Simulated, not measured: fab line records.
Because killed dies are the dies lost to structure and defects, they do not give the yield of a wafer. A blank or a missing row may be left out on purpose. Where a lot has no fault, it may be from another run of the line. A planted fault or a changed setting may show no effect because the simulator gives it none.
One fault through the eyes of 2 desks -- flow gf180mcu -- each desk has only its own numbers; what lay behind them comes last

== METROLOGY DESK ==
Means of the sampled wafers that have a number, per lot and without regard to the tool the lot ran on: this is what the gauges read. If a lot's mean is further than 4 standard deviations from the usual mean, the lot is out of limits and carries the mark OUT (the distance appears in the brackets).
Columns: A = CONTACT_OVL at GF_CONTACT_OVL_MEAS_15, usual 0 nm; B = CONTACT_W_RS at GF_CONTACT_RS_MEAS_25, usual 0.384 ohm/sq; C = CONTACT_W_THK at GF_CONTACT_THK_MEAS_26, usual 300 nm
lot,first seen here,A,B,C
L112,day 15 20:11,1,0.386,295
L114,day 16 18:11,-3,0.382,299
L115,day 17 03:23,-0,0.385,300
L118,day 18 19:40,3,0.386,296
L120,day 19 05:51,-2,0.388,296
L121,day 19 14:26,1,0.386,301
L122,day 19 20:02,-6,0.383,299
L124,day 20 16:16,5,0.384,302
L125,day 20 23:30,-2,0.382,296
L127,day 22 03:20,0,0.358 (-7.1) OUT,323 (+5.8) OUT
L129,day 22 10:46,-2,0.367 (-4.8) OUT,315
L131,day 23 03:23,4,0.378,303
L135,day 24 04:09,4,0.384,301
Finding of this desk: L127, L129 out of limits, first seen on L127 at day 22 04:02 (CONTACT_W_RS at GF_CONTACT_RS_MEAS_25). Within limits: L112, L114, L115, L118, L120, L121, L122, L124, L125, L131, L135.

== THE TOOL OWNER'S DESK: cvd_w-02 ==
The tool's own readings at GF_CONTACT_CVD_24 (deposits W, target thk 300 nm, time 90.339 s): means of the sampled wafers that have a number, for each lot that ran on this tool. If a lot's mean is further than 4 standard deviations from the usual mean, the lot is out of limits and carries the mark OUT (the distance appears in the brackets).
Columns: A = heater_power_w at GF_CONTACT_CVD_24, usual 853 W
lot,first seen here,A
L112,day 15 20:49,894
L114,day 16 18:47,864
L120,day 19 06:28,883
L121,day 19 15:04,877
L125,day 21 00:07,872
L127,day 22 03:55,893
L129,day 22 11:29,880
This desk found nothing out of limits on any of the 7 lots.

== PUT TOGETHER ==
An alarm was possible from the metrology desk at day 22 04:02, on L127, L129.
The tool owner's desk saw nothing out of limits.
The tool owner's desk has L127, L129 on record, within its limits.
All the named lots went through GF_CONTACT_CVD_24 on cvd_w-02.

== WHAT HAD BEEN PUT IN BY THE SIMULATOR ==
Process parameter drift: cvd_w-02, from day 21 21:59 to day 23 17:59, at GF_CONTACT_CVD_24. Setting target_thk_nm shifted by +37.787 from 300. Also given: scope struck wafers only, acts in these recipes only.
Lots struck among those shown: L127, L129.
Per desk, hours elapsed from the start of the fault to the first reading out of limits: for the metrology desk, 6.
